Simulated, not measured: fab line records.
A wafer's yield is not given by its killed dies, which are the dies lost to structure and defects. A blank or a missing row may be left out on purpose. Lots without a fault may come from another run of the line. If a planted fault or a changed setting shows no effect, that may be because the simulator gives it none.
Problem report, 8D (eight disciplines) form, completed by code + flow sky130 + the parts of the form that need people (team, actions taken, sign-off) are left out

== 1. WHAT WENT WRONG ==
Wafers without a fault read 200.0 W, standard deviation 0.56; bias w at SKY_CONTACT_ETCH_18 reads a mean of 359.5 W on 6 wafers belonging to 2 lots. So: +99 or more standard deviations from the usual mean.
The step: etches Si3N4 in CHF3/O2, stops on TiN, time 39 s, target depth 75 nm.
Earliest sighting: wafer L276.1 on rie diel-04 at day 33 20:00. At this step, 42 wafers from 14 lots have a number in the record. By rule, "out" or "out of limits" means more than 4 standard deviations away from the usual mean. Any other wafer with a number is counted as sound.

== 2. WHAT IT IS; WHAT IT IS NOT ==
| question                    | is                     | is not                                                                                                         |
|-----------------------------|------------------------|----------------------------------------------------------------------------------------------------------------|
| which readings at this step | bias w                 | drypump motor current A, oes product au, rf fwd power W, throttle valve pct                                    |
| which lots                  | L276, L277             | L270, L271, L272, L274, L279, L285, L286, L288, L289, L290, L291, L293                                         |
| which wafers of those lots  | all that have a number | -                                                                                                              |
| read on which tools         | rie diel-04            | rie diel-01, rie diel-02                                                                                       |
| when                        | from day 33 20:00      | up to then (12 sound wafers); but 24 sound wafers of L279, L285, L286, L288, L289, L290, L291, L293 came after |

== 3. THE SUSPECTS, EACH WITH WHAT RULES IT OUT ==
Counting: a tool at any process step up to the reading remains a suspect when it ran all the lots that are out and ran no sound lot after the first of those.
- rie diel-04 at SKY_CONTACT_ETCH_18 (etches Si3N4 in CHF3/O2, stops on TiN, time 39 s, target depth 75 nm): ruled out as a lasting fault. Following L276 (day 33 20:00), the first lot on it that is out, the sound lots L288, L291 were run on it.
Left after counting: nothing in the record.

== 4. THE CAUSE (what the simulator had put in) ==
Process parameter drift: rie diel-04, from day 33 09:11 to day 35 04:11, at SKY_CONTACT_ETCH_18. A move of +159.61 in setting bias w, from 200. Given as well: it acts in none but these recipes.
Counting ruled it out, wrongly.

== 5. THE EFFECT CHAIN, in route order ==
Each row: a reading where the mean over the struck wafers with a number is more than 3 standard deviations away from the usual. Readings are gone through only where the record gives a usual standard deviation; hours: the median, over the lots, of the time from a lot's start at the first step in this table giving one to that lot's start at this step; sigmas: the change measured in usual standard deviations.
| hours | step                 | reading                  | usual   | on struck wafers | change | sigmas      |
|-------|----------------------|--------------------------|---------|------------------|--------|-------------|
| 0     | SKY_CONTACT_ETCH_18  | bias w                   | 200.0 W | 359.5            | +159.5 | +99 or more |
| 1     | SKY_CONTACT_STRIP_19 | strip time to endpoint s | 3.659 s | 3.435            | -0.224 | -10         |
Process steps it contains:
- SKY_CONTACT_ETCH_18: etches Si3N4 in CHF3/O2, stops on TiN, time 39 s, target depth 75 nm.
- SKY_CONTACT_STRIP_19: strips in O2/N2.

== 6. WHAT WOULD HAVE CAUGHT IT SOONER ==
The fault began at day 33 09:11; the first out-of-limits reading in this record came at day 33 20:00, 11 hours later.
